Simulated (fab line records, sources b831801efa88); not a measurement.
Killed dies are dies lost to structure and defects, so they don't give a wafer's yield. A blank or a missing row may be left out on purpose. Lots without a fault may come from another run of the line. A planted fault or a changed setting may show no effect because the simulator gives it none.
Chamber matching | flow gf180mcu | GF_V1_CMP_04 on cmp-01: 4 sister chambers
The step polishes SiO2. 8 wafers are shown with their chamber, then 8 later ones without.

WAFERS WITH THEIR CHAMBER
wafer  | chamber | motor_current_A (A) | time_to_endpoint_s (s)
L093.1 | 1       | 9.7                 | 83
L093.3 | 2       | 11.9                | 77
L093.5 | 3       | 11.6                | 87
L093.6 | 0       | 10.4                | 86
L095.1 | 2       | 11.9                | 73
L095.2 | 1       | 9.7                 | 79
L095.3 | 3       | 12.0                | 82
L095.4 | 0       | 10.7                | 87

WAFERS WITHOUT THEIR CHAMBER
wafer  | motor_current_A (A) | time_to_endpoint_s (s)
L095.5 | 9.3                 | 78
L095.6 | 12.5                | 80
L096.1 | 9.9                 | 77
L096.2 | 11.2                | 75
L096.3 | 11.5                | 69
L096.4 | 10.3                | 82
L096.5 | 9.6                 | 81
L096.6 | 12.1                | 75

WHICH CHAMBER EACH WENT THROUGH
wafer  | from the rows above          | in truth
L095.5 | 1                            | 1
L095.6 | can't be placed: 2 or 3      | 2
L096.1 | 1                            | 1
L096.2 | can't be placed: 2 or 3 or 0 | 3
L096.3 | 2                            | 2
L096.4 | can't be placed: 0 or 1      | 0
L096.5 | 1                            | 1
L096.6 | 2                            | 2
Placed correctly: 5 of 8. Can't be placed from these rows: 3 (the true chamber is among the candidates in 3). Placed wrongly: 0.
How it was worked out, from the rows above alone: a wafer's distance from a chamber is the root of the sum, over the readings, of the square of ((its reading less the chamber's mean) divided by the reading's scatter). The wafer belongs to the nearest chamber; if the next one is less than 2 further off, it can't be placed. A chamber's mean is the mean of its shown wafers. The scatter: the root of (the sum of the squares of (reading less its chamber's mean) over the shown wafers, divided by (wafers less chambers)).
